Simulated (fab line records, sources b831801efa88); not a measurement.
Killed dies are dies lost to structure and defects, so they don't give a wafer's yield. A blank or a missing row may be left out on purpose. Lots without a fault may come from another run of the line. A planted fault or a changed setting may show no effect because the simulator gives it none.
Which tool did it? | flow gf180mcu | 6 lots, 18 wafers sampled, at 2 steps of a route of 602

WHAT THE GAUGES READ, wafer by wafer
GF_M2_RS_MEAS_05: measures by four-point-probe.
lot  | measured     | on            | M2_ALCU_RS (ohm/sq)
L741 | day 19 01:35 | film_metro-02 | 0.0690 0.0695 0.0686
L743 | day 19 20:37 | film_metro-03 | 0.0696 0.0700 0.0689
L747 | day 21 08:58 | film_metro-03 | 0.0691 0.0688 0.0689
L749 | day 21 22:17 | film_metro-02 | 0.0689 0.0684 0.0694
L752 | day 23 03:47 | film_metro-04 | 0.0685 0.0688 0.0683
L755 | day 24 05:05 | film_metro-03 | 0.0707 0.0708 0.0706

WHICH TOOL RAN EACH LOT (tool, then ch and the chambers of the sampled wafers, then the start)
lot  | GF_V1_SPUTTER_22
L741 | pvd_sputter-02, day 19 00:41
L743 | pvd_sputter-03, day 19 19:44
L747 | pvd_sputter-03, day 21 07:55
L749 | pvd_sputter-02, day 21 21:26
L752 | pvd_sputter-03, day 23 02:54
L755 | pvd_sputter-02, day 24 04:11
- GF_V1_SPUTTER_22: material TiN, target thk 10 nm, time 40 s.

THE ANSWER, worked out from the rows above alone
Rule: what is usual is taken from the lots themselves. Put in order of their means at a reading, lots are off if they are a third of the lots or fewer, leave a main group of 4 or more, and stand apart from it by a gap of 3 or more times the standard deviation of the main group's means; of several such gaps the widest counts. A main group whose means are all the same, to the digits that the tables above print for the reading, isn't used. A lot without any number at a reading at which 4 lots or more have one is off too. The other lots that the step has rows for count as sound.
Off: L755, at GF_M2_RS_MEAS_05 (M2_ALCU_RS). The main group: mean 0.0690 ohm/sq, standard deviation 0.00031.
A tool fits if, at a process step before that reading, it ran every lot that is off, and no sound lot after the first of them. The gauges at GF_M2_RS_MEAS_05 are tried like those tools. Can't be told from this: 2 tools fit, pvd_sputter-02 at GF_V1_SPUTTER_22, film_metro-03 at GF_M2_RS_MEAS_05.

WHAT THE SIMULATOR HAD PUT IN
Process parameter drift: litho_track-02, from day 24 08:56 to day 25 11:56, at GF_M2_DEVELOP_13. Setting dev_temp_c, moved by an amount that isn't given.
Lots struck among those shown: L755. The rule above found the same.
